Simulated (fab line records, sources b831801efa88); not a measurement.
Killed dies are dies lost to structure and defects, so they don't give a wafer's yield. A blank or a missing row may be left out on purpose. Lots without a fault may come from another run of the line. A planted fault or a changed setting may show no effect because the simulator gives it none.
One fault seen from 2 desks | flow gf180mcu | each desk has only its own numbers; what lay behind them comes last

THE METROLOGY DESK
What the gauges read, lot by lot, whatever tool the lot ran on: means of the sampled wafers that have a number. A lot is out of limits, marked OUT, if its mean lies more than 4 standard deviations from the usual mean; the brackets give that distance.
Columns: A = V3_W_RS at GF_V3_RS_MEAS_24, usual 0.322 ohm/sq; B = V3_W_THK at GF_V3_THK_MEAS_25, usual 360 nm; C = M4_ALCU_THK at GF_M4_THK_MEAS_06, usual 450 nm; D = cd_nm at GF_M4_CD_MEAS_14, usual 280.0 nm
lot  | first seen here | A                | B   | C   | D
L865 | day 22 15:55    | 0.318            | 362 | 460 | 282.2
L866 | day 23 04:04    | 0.325            | 350 | 452 | 280.4
L867 | day 23 16:36    | 0.324            | 360 | 449 | 280.2
L870 | day 24 10:46    | 0.320            | 359 | 448 | 279.4
L871 | day 24 20:27    | 0.322            | 358 | 449 | 278.6
L872 | day 25 07:44    | 0.323            | 362 | 438 | 281.2
L876 | day 26 09:57    | 0.315            | 370 | 449 | 281.1
L877 | day 26 19:49    | 0.325            | 359 | 455 | 278.8
L880 | day 27 13:15    | 0.327            | 358 | 451 | 280.2
L884 | day 28 17:20    | 0.326            | 355 | 446 | 279.6
L886 | day 29 00:34    | 0.342 (+4.7) OUT | 338 | 457 | 281.6
L888 | day 29 05:51    | 0.324            | 358 | 463 | 280.3
This desk's finding: out of limits on L886; first on L886, day 29 00:34 (V3_W_RS at GF_V3_RS_MEAS_24). In limits: L865, L866, L867, L870, L871, L872, L876, L877, L880, L884, L888.

THE TOOL OWNER'S DESK: cvd_w-01
The tool's own readings at GF_V3_CVD_23 (deposits W, target thk 350 nm, time 104.9 s): means of the sampled wafers that have a number, for each lot that ran on this tool. A lot is out of limits, marked OUT, if its mean lies more than 4 standard deviations from the usual mean; the brackets give that distance.
Columns: A = heater_power_w at GF_V3_CVD_23, usual 917 W; B = susceptor_temp_C at GF_V3_CVD_23, usual 401.26 C
lot  | first seen here | A   | B
L865 | day 22 15:48    | 859 | 401.05
L870 | day 24 10:38    | 856 | 401.14
L871 | day 24 20:20    | 860 | 401.47
L876 | day 26 09:49    | 947 | 401.31
L884 | day 28 17:12    | 871 | 401.15
L886 | day 29 00:26    | 964 | 401.56
This desk's finding: nothing out of limits on any of the 6 lots.

PUT TOGETHER
The metrology desk could have raised an alarm at day 29 00:34, on L886.
The tool owner's desk saw nothing out of limits.
The tool owner's desk has L886 on record, within its limits.
Of the lots named, all ran GF_V3_CVD_23 on cvd_w-01.

WHAT THE SIMULATOR HAD PUT IN
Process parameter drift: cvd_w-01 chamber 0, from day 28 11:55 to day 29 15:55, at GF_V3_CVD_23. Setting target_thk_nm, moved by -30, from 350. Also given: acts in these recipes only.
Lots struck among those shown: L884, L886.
Hours from the fault's start to each desk's first reading out of limits: the metrology desk, 13.
